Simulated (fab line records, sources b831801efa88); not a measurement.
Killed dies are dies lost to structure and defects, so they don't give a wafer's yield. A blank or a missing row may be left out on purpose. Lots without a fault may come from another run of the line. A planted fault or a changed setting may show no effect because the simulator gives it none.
A struck lot beside a sound one | flow sky130 | 31 steps out of a route of 708
Sound: wafers L128.2, L128.3, L128.5. Struck: wafer L138.4. (L138.5, L138.6 of the same lot were not struck and are left out.) The cause comes at the end.
At each step with rows: each side's tool, then ch and its chambers, then its first start. Under that, the readings that differ: sound wafers | struck wafers | difference of the means | sigmas: that difference in standard deviations of wafers without a fault.
alike: readings whose means differ by less than 2 such deviations, and words and numbers that are the same on both sides. not compared: withheld readings, readings that some wafer has no value for, bounds like >300 that may hide the same value, and numbers for which the record gives no deviation and whose values overlap.
The two part at a step that has a row with sigmas, a row that says differs or no value, or rows on one side only. Numbers that don't overlap but have no deviation are shown without sigmas and don't part them. A reading that every wafer of one side lacks parts them only if that side has two wafers or more.

SKY_LI_CONTACT_OVL_MEAS_13:
  sound on overlay-02, day 29 10:49; struck on overlay-01, day 32 15:14
  alike: LI_CONTACT_OVL
SKY_LI_CONTACT_ETCH_14: etches BARC in N2/H2, stops on SiO2, time 45.9 s, target depth 60 nm.
  sound on rie_diel-03 ch 0,2,3, day 29 10:50; struck on rie_diel-03 ch 3, day 32 15:16
  alike: drypump_motor_current_A, oes_product_au, rf_fwd_power_W, throttle_valve_pct
  not compared: rf_hours_counter_h
then, 4 steps without rows for these wafers: SKY_LI_CONTACT_ETCH_15 (etches PSG in C4F8/O2/Ar, stops on Si, target depth 600 nm); SKY_LI_CONTACT_STRIP_16 (strips in O2/N2); SKY_LI_CONTACT_CLEAN_17 (cleans in NMP, time 600 s); SKY_LI_CONTACT_PRE_CLEAN_18 (time 5.6 s).
SKY_LI_CONTACT_SPUTTER_19: material Ti, target thk 20 nm, time 106.37 s.
  sound on pvd_sputter-02, day 29 11:16; struck on pvd_sputter-03, day 32 15:40
  alike: throttle_valve_pct
SKY_LI_CONTACT_SPUTTER_20: material TiN, target thk 20 nm, time 80 s.
  sound on pvd_sputter-02, day 29 11:20; struck on pvd_sputter-03, day 32 15:44
  alike: throttle_valve_pct
SKY_LI_CONTACT_CVD_21: deposits W, target thk 400 nm, time 120.56 s.
  sound on cvd_w-02 ch 0,1, day 29 11:24; struck on cvd_w-01 ch 1, day 32 15:51
  alike: heater_power_w
SKY_LI_CONTACT_RS_MEAS_22: measures by four-point-probe.
  sound on film_metro-04, day 29 11:33; struck on film_metro-03, day 32 15:59
  alike: LI_CONTACT_W_RS
SKY_LI_CONTACT_THK_MEAS_23: measures by xrf.
  sound on film_metro-04, day 29 11:40; struck on film_metro-03, day 32 16:05
  alike: LI_CONTACT_W_THK
then, 1 step without rows for these wafers: SKY_LI_CONTACT_CMP_24 (polishes, stops on PSG, t overpolish 20 s, target thk 0 nm).
SKY_LOCAL_INTERCONNECT_SPUTTER_00: material TiN, target thk 100 nm, time 83.3 s.
  sound on pvd_sputter-03, day 29 12:01; struck on pvd_sputter-01, day 32 16:25
  reading                                                | sound            | struck | difference | sigmas
  model.TiN_of_LOCAL_INTERCONNECT_SPUTTER_00.thk_nm (nm) | 98.61 100.6 98.9 | 112.1  | +12.7      |
  alike: throttle_valve_pct
SKY_LOCAL_INTERCONNECT_RS_MEAS_01: measures by four-point-probe.
  sound on film_metro-02, day 29 12:05; struck on film_metro-03, day 32 16:32
  reading                            | sound             | struck | difference | sigmas
  LOCAL_INTERCONNECT_TIN_RS (ohm/sq) | 14.37 14.10 14.37 | 12.55  | -1.73      | -12
SKY_LOCAL_INTERCONNECT_THK_MEAS_02: measures by xrf.
  sound on film_metro-02, day 29 12:12; struck on film_metro-03, day 32 16:37
  reading                         | sound           | struck | difference | sigmas
  LOCAL_INTERCONNECT_TIN_THK (nm) | 98.4 100.4 99.0 | 111.5  | +12.2      | +12
then, 8 steps without rows for these wafers: SKY_LOCAL_INTERCONNECT_DEHYDRATE_03 (time 60 s); SKY_LOCAL_INTERCONNECT_HMDS_04 (prime time 60 s); SKY_LOCAL_INTERCONNECT_COAT_05 (resist thk 60 nm); SKY_LOCAL_INTERCONNECT_COAT_06 (resist thk 450 nm); SKY_LOCAL_INTERCONNECT_SOFTBAKE_07 (time 90 s); SKY_LOCAL_INTERCONNECT_EXPOSE_08 (exposes mask LI1M, target cd 170 nm); SKY_LOCAL_INTERCONNECT_PEB_09; SKY_LOCAL_INTERCONNECT_DEVELOP_10 (develop time 60 s).
SKY_LOCAL_INTERCONNECT_CD_MEAS_11: target cd 170 nm.
  sound on cd_sem-01, day 30 16:36; struck on cd_sem-02, day 33 18:20
  alike: cd_nm
SKY_LOCAL_INTERCONNECT_OVL_MEAS_12:
  sound on overlay-02, day 30 16:42; struck on overlay-01, day 33 18:25
  alike: LOCAL_INTERCONNECT_OVL
then, 1 step without rows for these wafers: SKY_LOCAL_INTERCONNECT_ETCH_13 (etches BARC in N2/H2, stops on SiO2, time 45.9 s, target depth 60 nm).
SKY_LOCAL_INTERCONNECT_METAL_ETCH_14: etches TiN in Cl2/BCl3, stops on PSG, target depth 110 nm, time 31.4 s.
  sound on rie_metal-02 ch 0, day 30 16:53; struck on rie_metal-01 ch 1, day 33 18:31
  reading                | sound                | struck | difference | sigmas
  oes_product_au (a.u.)  | 0.938 0.950 0.936    | 0.992  | +0.051     | +8
  throttle_valve_pct (%) | 21.885 21.887 21.917 | 21.853 | -0.043     | -4
  alike: drypump_motor_current_A, rf_fwd_power_W
  not compared: rf_hours_counter_h
SKY_LOCAL_INTERCONNECT_STRIP_15: strips in O2/N2.
  sound on plasma_asher-03 ch 0,1, day 30 16:58; struck on plasma_asher-02 ch 1, day 33 18:35
  reading                     | sound       | struck | difference | sigmas
  drypump_motor_current_A (A) | 6.2 6.2 6.0 | 5.3    | -0.8       | -3
  alike: oes_product_au, strip_time_to_endpoint_s
  not compared: rf_hours_counter_h
SKY_LOCAL_INTERCONNECT_STRIP_16: strips in post etch residue remover, time 1200 s.
  sound on wet_bench-01 ch 2, day 30 17:04; struck on wet_bench-01 ch 2, day 33 18:38
  reading                                                | sound             | struck | difference | sigmas
  model.TiN_of_LOCAL_INTERCONNECT_SPUTTER_00.thk_nm (nm) | 98.19 100.2 98.48 | 111.7  | +12.7      |
then, 1 step without rows for these wafers: SKY_LOCAL_INTERCONNECT_CLEAN_17 (cleans in IPA, time 180 s).
-- the record jumps here: 15 days lie between the struck wafers' starts before and after (it left off in module LOCAL_INTERCONNECT and takes up again in module PAD_OPEN, whose first step shown is number 708 of the route) --
SKY_PAD_OPEN_PROBE_99:
  sound on prober-02, day 46 00:33; struck on prober-02, day 48 08:26
  reading                        | sound             | struck | difference | sigmas
  model.etest.res_li.line_ohm_um | 76.32 75.4 75.59  | 67.24  | -8.53      |
  model.etest.res_li.rs_ohm_sq   | 12.88 12.71 12.89 | 11.4   | -1.4       |
  alike: killed_at_M0_to_M3, killed_at_M4_up, killed_at_contacts, killed_at_front_end, killed_at_other, killed_dies, killed_open, killed_short

WHERE THEY PART
First at SKY_LOCAL_INTERCONNECT_RS_MEAS_01; last, within this record, at SKY_LOCAL_INTERCONNECT_STRIP_15. Later steps at which nothing parts them and some readings are alike: SKY_PAD_OPEN_PROBE_99.

WHY: what the simulator had put in
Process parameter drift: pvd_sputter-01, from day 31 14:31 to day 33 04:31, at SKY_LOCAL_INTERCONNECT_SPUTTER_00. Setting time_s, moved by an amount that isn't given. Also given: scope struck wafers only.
